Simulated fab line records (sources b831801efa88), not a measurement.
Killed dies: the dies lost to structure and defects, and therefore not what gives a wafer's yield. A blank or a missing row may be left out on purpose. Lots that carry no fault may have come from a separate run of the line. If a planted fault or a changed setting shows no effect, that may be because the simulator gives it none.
A lot that was struck, set against a sound lot || flow sfq line || 42 steps out of a route of 325
Sound: the wafers L460.1, L460.3, L460.4. Struck: wafer L462.2. (L462.4 of the same lot was not struck and is left out.) The cause comes at the end.
Order at every step that has rows: each side's tool, ch and its chambers, its first start. Under that, the readings that differ: sound wafers || struck wafers || difference of the means || sigmas: that difference in standard deviations of wafers without a fault.
alike: readings with means less than 2 such deviations apart, plus words and numbers identical on both sides. not compared: withheld readings, readings lacking a value on some wafer, bounds such as >300 that could conceal the same value, and numbers that have no deviation in the record and whose values overlap.
A row with sigmas, a row that says differs or no value, or rows on one side alone: a step with any of these is where the two part. When numbers do not overlap yet have no deviation, they are printed without sigmas and do not part them. A reading missing from all wafers of one side parts the sides only when that side holds two or more wafers.

first, 6 steps without rows for these wafers: SFQ_TRILAYER_M1_LITHO_COAT_044 (resist thk 62 nm); SFQ_TRILAYER_M1_LITHO_COAT_039 (resist thk 600 nm); SFQ_TRILAYER_M1_LITHO_SOFTBAKE_043; SFQ_TRILAYER_M1_LITHO_EXPOSE_040 (exposes mask M1, target cd 500 nm); SFQ_TRILAYER_M1_LITHO_PEB_042 (peb time 60 s); SFQ_TRILAYER_M1_LITHO_DEVELOP_041 (time 60 s).
SFQ_M1_OVL_MEAS_911:
  sound on overlay-02 at day 27 10:47; struck on overlay-02 at day 28 05:59
  alike: M1_OVL
then, 1 step without rows for these wafers: SFQ_TRILAYER_M1_BARC_OPEN_METAL_ETCH_054 (etches BARC in O2, target depth 125 nm, time 41.7 s).
SFQ_TRILAYER_M1_ETCH_METAL_ETCH_042: etches Nb in Cl2/Ar, stops on SiO2, target depth 240 nm, time 120 s.
  sound on rie metal-03 ch 0,1, day 27 10:53; struck on rie metal-04 ch 0, day 28 06:05
{"reading": "oes product au (a.u.)", "sound": "0.905 0.913 0.906", "struck": 0.890, "difference": -0.018, "sigmas": -2}
  alike: drypump motor current A
  not compared: rf hours counter h
SFQ_TRILAYER_M1_STRIP_STRIP_043: strips in O2.
  sound on rie metal-03 ch 0,1, day 27 11:00; struck on rie metal-04 ch 0, day 28 06:12
  alike: drypump motor current A, oes product au, platen temp c
  not compared: rf hours counter h
then, 1 step without rows for these wafers: SFQ_TRILAYER_M1_STRIP_SOLV_CLEAN_044 (cleans in NMP, time 600 s).
SFQ_TRILAYER_I1_DEP_PECVD_045: deposits SiO2 from SiH4/N2O, time 111.11 s, target thk 500 nm.
  sound on pecvd-01 ch 0,2, day 27 11:47; struck on pecvd-01 ch 0, day 28 06:59
  alike: heater power w, throttle valve pct
SFQ_TRILAYER_I1_CMP_CMP_046: polishes SiO2.
  sound on cmp-02 ch 1,2,3, day 27 12:57; struck on cmp-01 ch 2, day 28 12:51
{"reading": "time to endpoint s (s)", "sound": "221 203 218", "struck": 267, "difference": "+53", "sigmas": "+6"}
{"reading": "model.SiO2_of_TRILAYER_I1_DEP_PECVD_045.thk nm (nm)", "sound": "197.7 198.4 197.6", "struck": 300.3, "difference": "+102.4", "sigmas": ""}
  alike: motor current A
SFQ_I1_BOW_MEAS_912:
  sound on film metro-02 at day 27 15:27; struck on film metro-01 at day 28 16:11
  not compared: I1_BOW
SFQ_TRILAYER_I1_METRO_MEASURE_047:
  sound on film metro-02 at day 27 15:34; struck on film metro-01 at day 28 19:22
{"reading": "thk nm (nm)", "sound": "197.9 198.4 197.4", "struck": 300.2, "difference": "+102.3", "sigmas": "+85"}
then, 6 steps without rows for these wafers: SFQ_TRILAYER_I1_VIA_LITHO_COAT_054 (resist thk 62 nm); SFQ_TRILAYER_I1_VIA_LITHO_COAT_049 (resist thk 650 nm); SFQ_TRILAYER_I1_VIA_LITHO_SOFTBAKE_053; SFQ_TRILAYER_I1_VIA_LITHO_EXPOSE_050 (exposes mask I1, target cd 500 nm); SFQ_TRILAYER_I1_VIA_LITHO_PEB_052 (peb time 60 s); SFQ_TRILAYER_I1_VIA_LITHO_DEVELOP_051 (time 60 s).
SFQ_I1_OVL_MEAS_913:
  sound on overlay-01 at day 27 19:45; struck on overlay-01 at day 29 06:04
  alike: I1_OVL
SFQ_TRILAYER_I1_VIA_BARC_OPEN_VIA_ETCH_071: etches BARC in O2, target depth 125 nm, time 41.7 s.
  sound on rie diel-02 ch 0,1,2, day 27 19:47; struck on rie diel-01 ch 3, day 29 06:06
  alike: drypump motor current A, oes product au
  not compared: rf hours counter h
SFQ_TRILAYER_I1_VIA_ETCH_VIA_ETCH_052: etches SiO2 in CHF3, stops on Nb, target depth 260 nm.
  sound on rie diel-02 ch 0,1,2, day 27 19:50; struck on rie diel-01 ch 3, day 29 06:08
{"reading": "oes product au (a.u.)", "sound": "0.856 0.846 0.850", "struck": 0.993, "difference": "+0.142", "sigmas": "+26"}
{"reading": "model.I1.feature depth nm (nm)", "sound": "197.7 198.4 197.6", "struck": 256.5, "difference": "+58.6", "sigmas": ""}
{"reading": "model.etch.depth nm (nm)", "sound": "197.7 198.4 197.6", "struck": 256.5, "difference": "+58.6", "sigmas": ""}
  alike: drypump motor current A
SFQ_TRILAYER_I1_VIA_STRIP_STRIP_053: strips in O2.
  sound on rie metal-03 ch 0,1, day 27 19:56; struck on rie metal-01 ch 1, day 29 06:44
{"reading": "drypump motor current A (A)", "sound": "5.0 5.0 5.7", "struck": 6.1, "difference": "+0.9", "sigmas": "+2"}
  alike: oes product au, platen temp c
  not compared: rf hours counter h
then, 1 step without rows for these wafers: SFQ_TRILAYER_I1_VIA_STRIP_SOLV_CLEAN_054 (cleans in NMP, time 600 s).
SFQ_TRILAYER_M2_DEP_PRE_CLEAN_056: time 22.5 s.
  sound on pvd sputter-05 at day 27 20:43; struck on pvd sputter-05 at day 29 07:31
{"reading": "model.SiO2_of_TRILAYER_I1_DEP_PECVD_045.thk nm (nm)", "sound": "190.2 190.9 190.1", "struck": 292.8, "difference": "+102.4", "sigmas": ""}
then, 1 step without rows for these wafers: SFQ_TRILAYER_M2_DEP_SPUTTER_055 (material Nb, target thk 200 nm, time 133.3 s).
SFQ_M2_RS_MEAS_914: measurement is done with a four-point probe.
  sound on film metro-02 at day 27 20:50; struck on film metro-02 at day 29 07:39
  alike: M2_NB_RS
then, 6 steps without rows for these wafers: SFQ_TRILAYER_M2_LITHO_COAT_062 (resist thk 62 nm); SFQ_TRILAYER_M2_LITHO_COAT_057 (resist thk 600 nm); SFQ_TRILAYER_M2_LITHO_SOFTBAKE_061; SFQ_TRILAYER_M2_LITHO_EXPOSE_058 (exposes mask M2, target cd 500 nm); SFQ_TRILAYER_M2_LITHO_PEB_060 (peb time 60 s); SFQ_TRILAYER_M2_LITHO_DEVELOP_059 (time 60 s).
-- the record jumps here: 6 days lie between the struck wafers' starts before and after --
SFQ_M2_OVL_MEAS_916:
  sound on overlay-02 at day 34 09:53; struck on overlay-01 at day 35 08:41
  alike: M2_OVL
then, 5 steps without rows for these wafers: SFQ_TRILAYER_M2_BARC_OPEN_METAL_ETCH_077 (etches BARC in O2, target depth 125 nm, time 41.7 s); SFQ_TRILAYER_M2_ETCH_METAL_ETCH_060 (etches Nb in Cl2/Ar, stops on SiO2, target depth 240 nm, time 120 s); SFQ_TRILAYER_M2_STRIP_STRIP_061 (strips in O2); SFQ_TRILAYER_M2_STRIP_SOLV_CLEAN_062 (cleans in NMP, time 600 s); SFQ_TRILAYER_I2_DEP_PECVD_063 (deposits SiO2 from SiH4/N2O, time 111.11 s, target thk 500 nm).
-- the record jumps here: 45 days lie between the struck wafers' starts before and after --
SFQ_M8_BOW_MEAS_951:
  sound on film metro-04 at day 79 10:52; struck on film metro-04 at day 80 05:47
{"reading": "model.etest.i1.link ohm", "sound": "1.942 1.938 1.939", "struck": 1e+06, "difference": "+1e+06", "sigmas": ""}
  alike: M8_BOW

== WHERE THEY PART ==
Earliest at SFQ_TRILAYER_M1_ETCH_METAL_ETCH_042; latest, in this record, at SFQ_TRILAYER_I1_VIA_STRIP_STRIP_053. Later steps at which nothing parts them and some readings are alike: SFQ_M2_RS_MEAS_914, SFQ_M2_OVL_MEAS_916, SFQ_M8_BOW_MEAS_951.

WHY: what the simulator had put in
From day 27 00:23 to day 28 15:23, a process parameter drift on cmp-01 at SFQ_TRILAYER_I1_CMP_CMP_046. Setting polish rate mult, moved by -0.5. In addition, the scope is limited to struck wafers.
